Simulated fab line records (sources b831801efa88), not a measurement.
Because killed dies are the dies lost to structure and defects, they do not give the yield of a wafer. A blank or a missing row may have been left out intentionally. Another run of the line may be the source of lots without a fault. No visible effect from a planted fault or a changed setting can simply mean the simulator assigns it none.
fab line records	flow sky130
record lots=12	wafers=36	last-day=49
route steps=708 shown FIELD_ISO@1 NWELL@65 PAD_OPEN@708
lots that met no fault: from a run of the same line without faults
start-h: hours from the record's first day to the start of the lot's first wafer shown	wait-h: hours since the lot's step before	" as in the row above	L1.1+2: a single row standing in for several wafers	- no value present, or no start provided	* or withheld: withheld	< > ~ a bound
route shown NAME@n: a module of which the file shows steps, and the number in the route of the first	usual: mean/standard deviation of fault-free wafers	same: alike in all rows	chamber/n: place in a boat	sites: the reading at each site	_std_site: their standard deviation	_edge_site: the outer-site mean with the inner-site mean subtracted	radius-mm: for every site, how far away it sits from the centre of the wafer	mask NAME#n: copy n	behind: the last tool/chamber to shape the wafer	hold: reason for holding the lot/hours on hold/outcome of the hold	device: whichever transistor did not switch (one of n, p or np)	end of line: the same wafers' tests at the end of the route	a step given without rows: its recipe and nothing more	killed: dies that structure and defects cost at the first sort, which is not the same as the wafer's yield	map: the dies of a wafer, with x for killed, . for not killed, _ for no die there
set.NAME: the setting the step ran with; set.NAME@STEP: the setting that earlier step ran with	model.NAME: the simulator's own value behind a step, which no gauge read
one table for each step of the route and one row for each wafer, over a sample of lots
services: the hour from which a tool's chamber was out of use, counted from the record's first day as start-h (under 0 if before that day), plus the number of hours and why
## steps
# step SKY_FIELD_ISO_BOW_MEAS_00
# recipe mode=bow
# usual INCOMING_BOW=0/6.5
lot.wafer	tool	chamber	start-h	wait-h	INCOMING_BOW[um]
L390.1	film-metro-03	-	10.00	-	1
L390.2	"	-	"	"	-3
L390.5	"	-	"	"	7
L391.2	film-metro-03	-	15.02	-	4
L391.3	"	-	"	"	-2
L391.5	"	-	"	"	6
L393.1	film-metro-04	-	25.00	-	-4
L393.2	"	-	"	"	-3
L393.3	"	-	"	"	6
L394.2	film-metro-03	-	30.02	-	1
L394.4	"	-	"	"	-6
L394.6	"	-	"	"	4
L395.2	film-metro-02	-	35.02	-	-7
L395.4	"	-	"	"	-4
L395.5	"	-	"	"	-4
L396.2	film-metro-04	-	40.02	-	-3
L396.3	"	-	"	"	18
L396.4	"	-	"	"	0
L398.1	film-metro-02	-	50.00	-	-2
L398.2	"	-	"	"	13
L398.5	"	-	"	"	4
L399.1	film-metro-02	-	55.00	-	-11
L399.2	"	-	"	"	-10
L399.4	"	-	"	"	7
L400.1	film-metro-02	-	60.00	-	-1
L400.3	"	-	"	"	2
L400.5	"	-	"	"	1
L403.3	film-metro-03	-	75.04	-	4
L403.5	"	-	"	"	4
L403.6	"	-	"	"	18
L404.1	film-metro-02	-	80.00	-	1
L404.4	"	-	"	"	-5
L404.6	"	-	"	"	4
L412.1	film-metro-03	-	120.00	-	10
L412.3	"	-	"	"	5
L412.5	"	-	"	"	7
# step SKY_FIELD_ISO_ETCH_17
# recipe target-depth-a=3420	mask-material=Si3N4	chemistry=HBr/Cl2/O2	target=Si	taper-deg=5	icp-w=600	bias-w=150	pressure-mtorr=15	HBr_flow_sccm=150	Cl2_flow_sccm=40	O2_flow_sccm=6	time-s=97.7
# usual O2_flow_sccm=5.999/0.019	drypump-motor-current-A=5.7/0.46	he-backside-leak-sccm=2.67/0.26	oes-product-au=0.998/0.0089	throttle-valve-pct=25.657/0.011
lot.wafer	tool	chamber	start-h	wait-h	O2_flow_sccm	drypump-motor-current-A	he-backside-leak-sccm	oes-product-au	rf-hours-counter-h	throttle-valve-pct
L390.1	rie-si-02	1	32.11	0.1	5.975	5.6	2.78	0.988	38	25.672
L390.2	"	2	"	"	6.011	5.6	2.64	1.001	115	25.675
L390.5	"	2	"	"	6.004	5.6	2.78	0.989	-	25.676
L391.2	rie-si-02	3	37.64	0.1	6.020	5.2	2.89	1.007	152	25.652
L391.3	"	0	"	"	6.018	6.3	2.50	0.998	31	25.660
L391.5	"	3	"	"	6.013	5.2	2.89	1.008	-	25.661
L393.1	rie-si-01	2	48.61	0.1	6.021	5.8	2.48	0.988	138	25.660
L393.2	"	0	"	"	6.012	6.3	2.18	0.995	4	25.642
L393.3	"	3	"	"	6.033	5.0	3.07	1.008	2	25.659
L394.2	rie-si-02	3	50.49	0.1	6.032	5.3	2.72	1.015	153	25.643
L394.4	"	2	"	"	6.053	5.5	2.67	0.992	-	25.653
L394.6	"	0	"	"	5.968	6.4	2.47	1.008	-	25.646
L395.2	rie-si-01	3	55.06	0.1	5.963	5.1	2.78	0.981	2	25.676
L395.4	"	0	"	"	5.986	6.3	2.30	0.990	4	25.688
L395.5	"	2	"	"	6.005	5.8	2.62	0.989	-	25.666
L396.2	rie-si-02	0	59.39	0.1	5.988	6.4	2.53	1.004	32	25.644
L396.3	"	3	"	"	6.010	5.2	2.92	0.997	153	25.639
L396.4	"	1	"	"	5.967	5.6	3.08	0.998	38	25.657
L398.1	rie-si-02	0	69.90	0.1	6.018	6.4	2.48	1.004	32	25.662
L398.2	"	1	"	"	5.987	5.6	2.75	0.998	38	25.663
L398.5	"	1	"	"	5.997	5.6	2.73	1.000	-	25.660
L399.1	rie-si-01	2	74.76	0.1	5.994	5.8	2.65	1.006	138	25.647
L399.2	"	1	"	"	5.984	5.3	2.70	1.012	28	25.660
L399.4	"	3	"	"	5.996	5.1	3.03	0.996	2	25.653
L400.1	rie-si-02	1	85.16	0.1	5.987	5.6	2.78	0.984	38	25.646
L400.3	"	0	"	"	6.014	6.4	2.52	0.997	32	25.641
L400.5	"	2	"	"	6.040	5.5	2.74	0.982	-	25.671
L403.3	rie-si-01	3	96.81	0.0	6.002	5.0	2.76	0.995	2	25.648
L403.5	"	0	"	"	6.017	6.3	2.56	1.000	-	25.654
L403.6	"	3	"	"	5.977	5.0	3.02	0.995	-	25.664
L404.1	rie-si-02	2	101.50	0.1	5.970	5.6	3.27	0.989	116	25.648
L404.4	"	3	"	"	5.988	5.2	2.43	1.006	0	25.654
L404.6	"	1	"	"	5.981	5.6	2.90	0.996	-	25.649
L412.1	rie-si-01	0	147.51	0.1	5.993	6.3	2.53	1.002	5	25.660
L412.3	"	1	"	"	5.988	5.3	2.60	1.001	28	25.646
L412.5	"	1	"	"	6.012	5.3	2.69	0.997	-	25.658
# step SKY_FIELD_ISO_THK_MEAS_23
# recipe reads=SiO2_of_FIELD_ISO_OXIDATION_22
# usual FIELD_ISO_OXIDATION_01_THK=9.83/0.2
lot.wafer	tool	chamber	start-h	wait-h	FIELD_ISO_OXIDATION_01_THK[nm]
L390.1	film-metro-04	-	33.64	0.0	10.06
L390.2	"	-	"	"	9.79
L390.5	"	-	"	"	9.88
L391.2	film-metro-04	-	39.29	0.0	9.68
L391.3	"	-	"	"	9.76
L391.5	"	-	"	"	9.89
L393.1	film-metro-03	-	50.41	0.0	9.93
L393.2	"	-	"	"	9.94
L393.3	"	-	"	"	10.16
L394.2	film-metro-03	-	53.69	0.0	9.79
L394.4	"	-	"	"	9.91
L394.6	"	-	"	"	9.88
L395.2	film-metro-02	-	56.91	0.0	10.23
L395.4	"	-	"	"	10.12
L395.5	"	-	"	"	10.20
L396.2	film-metro-03	-	61.93	0.0	9.91
L396.3	"	-	"	"	9.75
L396.4	"	-	"	"	10.01
L398.1	film-metro-02	-	71.42	0.0	9.74
L398.2	"	-	"	"	9.89
L398.5	"	-	"	"	9.67
L399.1	film-metro-02	-	76.28	0.0	10.14
L399.2	"	-	"	"	10.07
L399.4	"	-	"	"	10.14
L400.1	film-metro-04	-	86.70	0.0	9.61
L400.3	"	-	"	"	9.58
L400.5	"	-	"	"	9.58
L403.3	film-metro-02	-	99.26	0.0	9.76
L403.5	"	-	"	"	9.86
L403.6	"	-	"	"	9.69
L404.1	film-metro-03	-	104.76	0.0	9.63
L404.4	"	-	"	"	9.65
L404.6	"	-	"	"	9.62
L412.1	film-metro-02	-	149.21	0.0	9.86
L412.3	"	-	"	"	10.01
L412.5	"	-	"	"	10.00
# step SKY_NWELL_IMPLANT_12
# recipe species=P	energy-kev=120	dose-cm2=1.3e+12	tilt-deg=withheld
# usual dose-ions-cm2=1.3004e+12/1.5e+09	faraday-current-uA=7.32/0.15
lot.wafer	tool	chamber	start-h	wait-h	dose-ions-cm2	faraday-current-uA
L390.1	implanter-01	0	85.98	0.1	1.2989e+12	7.60
L390.2	"	0	"	"	1.3003e+12	7.37
L390.5	"	0	"	"	1.2981e+12	7.28
L391.2	implanter-03	0	94.08	0.1	1.3016e+12	7.12
L391.3	"	0	"	"	1.2986e+12	7.40
L391.5	"	0	"	"	1.2999e+12	7.33
L393.1	implanter-04	0	106.27	0.1	1.3024e+12	7.02
L393.2	"	0	"	"	1.3012e+12	7.52
L393.3	"	0	"	"	1.302e+12	7.33
L394.2	implanter-04	0	108.70	0.1	1.2996e+12	7.50
L394.4	"	0	"	"	1.3001e+12	7.18
L394.6	"	0	"	"	1.3e+12	7.28
L395.2	implanter-04	0	112.09	0.1	1.3009e+12	7.39
L395.4	"	0	"	"	1.2992e+12	7.21
L395.5	"	0	"	"	1.2998e+12	7.43
L396.2	implanter-04	0	119.43	0.1	1.3038e+12	7.37
L396.3	"	0	"	"	1.3009e+12	7.09
L396.4	"	0	"	"	1.3016e+12	7.09
L398.1	implanter-03	0	130.35	0.1	1.3e+12	7.28
L398.2	"	0	"	"	1.3013e+12	7.45
L398.5	"	0	"	"	1.3e+12	7.57
L399.1	implanter-01	0	134.12	0.1	1.2989e+12	7.28
L399.2	"	0	"	"	1.299e+12	7.50
L399.4	"	0	"	"	1.2998e+12	7.32
L400.1	implanter-01	0	144.48	0.1	1.3014e+12	7.16
L400.3	"	0	"	"	1.3017e+12	7.07
L400.5	"	0	"	"	1.302e+12	7.33
L403.3	implanter-01	0	161.27	0.1	1.4446e+12	8.12
L403.5	"	0	"	"	1.4429e+12	8.14
L403.6	"	0	"	"	1.4417e+12	8.07
L404.1	implanter-01	0	167.46	0.1	1.4423e+12	8.51
L404.4	"	0	"	"	1.4442e+12	8.23
L404.6	"	0	"	"	1.4448e+12	7.99
L412.1	implanter-04	0	213.13	0.1	1.3032e+12	7.00
L412.3	"	0	"	"	1.3028e+12	7.14
L412.5	"	0	"	"	1.3021e+12	7.47
# step SKY_NWELL_RS_MEAS_29
# recipe thk-meas-gauge=four-point-probe
# usual NWELL_RS=623.8/1.8
lot.wafer	tool	chamber	start-h	wait-h	NWELL_RS[ohm/sq]
L390.1	film-metro-01	-	103.77	0.1	624.4
L390.2	"	-	"	"	624.5
L390.5	"	-	"	"	624.5
L391.2	film-metro-01	-	111.86	0.1	624.2
L391.3	"	-	"	"	622.9
L391.5	"	-	"	"	622.8
L393.1	film-metro-04	-	124.62	0.1	623.5
L393.2	"	-	"	"	623.3
L393.3	"	-	"	"	624.1
L394.2	film-metro-02	-	127.21	0.1	623.9
L394.4	"	-	"	"	626.8
L394.6	"	-	"	"	625.6
L395.2	film-metro-01	-	130.34	0.1	624.5
L395.4	"	-	"	"	625.4
L395.5	"	-	"	"	625.6
L396.2	film-metro-01	-	138.95	0.1	625.2
L396.3	"	-	"	"	624.3
L396.4	"	-	"	"	625.3
L398.1	film-metro-02	-	150.98	0.1	622.3
L398.2	"	-	"	"	621.1
L398.5	"	-	"	"	619.9
L399.1	film-metro-02	-	154.27	0.1	626.7
L399.2	"	-	"	"	627.0
L399.4	"	-	"	"	626.8
L400.1	film-metro-01	-	164.33	0.1	626.1
L400.3	"	-	"	"	625.1
L400.5	"	-	"	"	624.6
L403.3	film-metro-04	-	181.12	0.1	619.4
L403.5	"	-	"	"	620.9
L403.6	"	-	"	"	620.0
L404.1	film-metro-04	-	187.27	0.1	617.8
L404.4	"	-	"	"	617.4
L404.6	"	-	"	"	619.1
L412.1	film-metro-04	-	236.21	0.1	620.1
L412.3	"	-	"	"	620.0
L412.5	"	-	"	"	620.3
# step SKY_PAD_OPEN_PROBE_99
# usual killed_at_M0_to_M3=44/7.2	killed_at_M4_up=3.0/1.9	killed-at-contacts=25/4.8	killed-at-front-end=16/4.2	killed-at-other=0.2/0.44	killed-dies=88/9.3	killed-open=48/7.1	killed-short=40/6.5
# same gross-dies=492	killed-at-back-side=0
lot.wafer	tool	chamber	start-h	wait-h	killed_at_M0_to_M3	killed_at_M4_up	killed-at-contacts	killed-at-front-end	killed-at-other	killed-dies	killed-open	killed-short
L404.1	prober-02	-	1153.49	0.1	53	3	13	16	0	85	45	40
L404.4	prober-02	-	1153.64	0.2	42	3	30	23	1	99	51	48
L404.6	prober-02	-	1153.74	0.2	39	2	22	23	1	87	44	43
# killed by level:class
L404.1 VIA3:geometric-particle:open=10 VIA1:geometric-particle:short=8 VIA1:geometric-particle:open=8 METAL1:geometric-particle:short=8 VIA2:geometric-particle:open=8 METAL2:geometric-particle:short=6 FIELD_ISO:geometric-particle:short=4 POLY_GATE:geometric-particle:short=4
L404.4 VIA1:geometric-particle:open=13 CONTACT:geometric-particle:open=12 POLY_GATE:geometric-particle:short=10 METAL1:geometric-particle:short=8 VIA2:geometric-particle:open=6 POLY_GATE:geometric-particle:open=5 LI_CONTACT:geometric-particle:open=5 CONTACT:geometric-particle:short=5
L404.6 VIA1:geometric-particle:open=10 POLY_GATE:geometric-particle:short=8 LI_CONTACT:geometric-particle:open=8 CONTACT:geometric-particle:open=7 METAL1:geometric-particle:short=6 VIA3:geometric-particle:open=6 METAL2:geometric-particle:short=6 POLY_GATE:geometric-particle:open=5
## services
tool	chamber	start-h	hours	kind
implanter-01	-	13.97	2.1	pm
implanter-01	-	33.96	4.8	repair
rie-si-02	1	41.54	9.3	repair
implanter-03	-	46.47	19.1	repair
implanter-01	-	56.02	6.2	pm
rie-si-01	1	65.29	8.7	repair
implanter-03	-	65.33	2.1	repair
implanter-03	-	68.90	24.2	pm
rie-si-02	3	69.45	-	clean
rie-si-02	3	69.45	18.5	scheduled-down
rie-si-02	3	69.45	18.5	vent-cycle
implanter-04	-	98.29	0.7	repair
rie-si-01	2	131.40	-	clean
rie-si-01	2	131.40	27.4	scheduled-down
rie-si-01	2	131.40	27.4	vent-cycle
implanter-03	-	154.64	4.2	repair
rie-si-02	2	157.78	1.9	repair
implanter-04	-	160.16	2.0	repair
implanter-04	-	185.53	2.8	pm
implanter-01	-	190.04	9.4	repair
rie-si-01	2	199.21	12.9	repair
## key
first-sign step=SKY_NWELL_IMPLANT_12	reading=dose-ions-cm2	direction=up	sigmas=95	usual=*	struck=*
effect step=SKY_NWELL_IMPLANT_12	reading=faraday-current-uA	direction=up	sigmas=5.6	usual=7.32	struck=8.18
effect step=SKY_NWELL_RS_MEAS_29	reading=NWELL_RS	direction=down	sigmas=2.7	usual=623.8	struck=619.1
met-at SKY_NWELL_IMPLANT_12
struck-lots L403,L404
tester-left-out L403,L404
not-acting-at SKY_FIELD_ISO_BOW_MEAS_00,SKY_FIELD_ISO_ETCH_17,SKY_FIELD_ISO_THK_MEAS_23
onset-between 144.48 161.27
fault kind=process-parameter-drift	tool=implanter-01	chamber=-	onset-h=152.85	steps=SKY_NWELL_IMPLANT_12	channel=dose-cm2	offset=*	shape=step	end-h=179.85	acts-in=*	stated=*
# tester-left-out: of these lots the tester's yield and bins aren't shown, on N5 and GAA mostly nor the transistor test; their killed dies are dies lost to structure and defects alone, not to doping, threshold or leakage, so they don't give the yield
